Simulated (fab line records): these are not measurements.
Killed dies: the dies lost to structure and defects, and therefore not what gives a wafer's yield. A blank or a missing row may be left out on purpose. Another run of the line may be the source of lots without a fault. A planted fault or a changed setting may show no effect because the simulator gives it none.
Check for tools in common | flow gf180mcu | 39 wafers sampled across 13 lots

== WHY THIS WAS OPENED ==
2 of 13 lots carry a flag on the reading SALICIDE_TIN_RS at GF_SALICIDE_RS_MEAS_04. No-fault wafers: 16.5 ohm/sq, standard deviation 0.38.
Rule: a lot gets a flag if all its wafers with a number sit over 4 standard deviations from that mean, or if no wafer of it has a number. As for the other lots, they are considered sound.

lot  | measured     | on            | SALICIDE_TIN_RS (ohm/sq), wafer by wafer | flag
L138 | day 15 05:05 | film metro-01 | 16.8 16.2 16.7                           |
L139 | day 15 11:52 | film metro-01 | 16.4 16.6 16.5                           |
L141 | day 16 09:57 | film metro-01 | 16.4 16.6 16.5                           |
L142 | day 16 14:43 | film metro-02 | 15.9 16.1 16.2                           |
L143 | day 16 19:44 | film metro-02 | 16.2 16.5 16.7                           |
L145 | day 17 18:20 | film metro-02 | 16.6 16.8 16.6                           |
L147 | day 18 09:26 | film metro-04 | 16.6 16.5 16.6                           |
L150 | day 19 09:19 | film metro-04 | 16.6 16.8 16.7                           |
L155 | day 21 02:14 | film metro-02 | 16.8 16.8 16.9                           |
L156 | day 21 12:09 | film metro-02 | 16.7 16.6 16.8                           |
L157 | day 21 21:46 | film metro-02 | 16.5 16.4 16.4                           |
L160 | day 22 23:46 | film metro-04 | 32.6 31.9 31.8                           | FLAGGED
L161 | day 23 10:44 | film metro-04 | 29.9 30.5 30.6                           | FLAGGED
The mean of the flagged lots' numbers is 31.2 ohm/sq, +14.7 ohm/sq from the usual (+39 standard deviations).

== EACH LOT AND THE TOOL IT RAN ON ==
The record holds 1 process step before the reading, out of a route of 602 steps. Every cell lists first the tool, next ch and the chambers used by the sampled wafers, and last the start.
lot  | flag    | GF_SALICIDE_SPUTTER_02
L138 |         | pvd sputter-01, day 15 05:01
L139 |         | pvd sputter-01, day 15 11:49
L141 |         | pvd sputter-03, day 16 09:54
L142 |         | pvd sputter-01, day 16 14:39
L143 |         | pvd sputter-03, day 16 19:40
L145 |         | pvd sputter-01, day 17 18:15
L147 |         | pvd sputter-04, day 18 09:22
L150 |         | pvd sputter-03, day 19 09:15
L155 |         | pvd sputter-01, day 21 02:11
L156 |         | pvd sputter-03, day 21 12:05
L157 |         | pvd sputter-03, day 21 21:41
L160 | FLAGGED | pvd sputter-01, day 22 23:43
L161 | FLAGGED | pvd sputter-01, day 23 10:40
These steps, and what they do:
- GF_SALICIDE_SPUTTER_02: material Co, target thk 10 nm, time 20 s.
- GF_SALICIDE_RS_MEAS_04: measures by four-point-probe.

== FLAGGED OVER TOTAL, TOOL BY TOOL (the gauges that took the reading come last) ==
step                   | tool           | lots run | flagged | share of the flagged lots | sound lots run after its first flagged lot
GF_SALICIDE_SPUTTER_02 | pvd sputter-01 | 7        | 2       | all                       | 0
GF_SALICIDE_SPUTTER_02 | pvd sputter-03 | 5        | 0       | none                      | -
GF_SALICIDE_SPUTTER_02 | pvd sputter-04 | 1        | 0       | none                      | -
GF_SALICIDE_RS_MEAS_04 | film metro-01  | 3        | 0       | none                      | -
GF_SALICIDE_RS_MEAS_04 | film metro-02  | 6        | 0       | none                      | -
GF_SALICIDE_RS_MEAS_04 | film metro-04  | 4        | 2       | all                       | 0

== THE TABLE: WHAT IT ALLOWS ==
Every flagged lot went through 2 rows of the table: pvd sputter-01 at GF_SALICIDE_SPUTTER_02 and film metro-04 at GF_SALICIDE_RS_MEAS_04.
- pvd sputter-01 at GF_SALICIDE_SPUTTER_02: 2 of its 7 lots flagged. A fault beginning between L155 (day 21 02:11), its last sound lot, and L160 (day 22 23:43), its first flagged one, fits the data.
- film metro-04 at GF_SALICIDE_RS_MEAS_04: 2 of its 4 lots flagged. A fault beginning between L150 (day 19 09:19), its last sound lot, and L160 (day 22 23:46), its first flagged one, fits the data.
Because each of these 2 tools fits a fault that began at some hour, counting lots does not separate them. More lots, or a look at what each step does to the wafer, might.

== WHAT THE SIMULATOR HAD PUT IN ==
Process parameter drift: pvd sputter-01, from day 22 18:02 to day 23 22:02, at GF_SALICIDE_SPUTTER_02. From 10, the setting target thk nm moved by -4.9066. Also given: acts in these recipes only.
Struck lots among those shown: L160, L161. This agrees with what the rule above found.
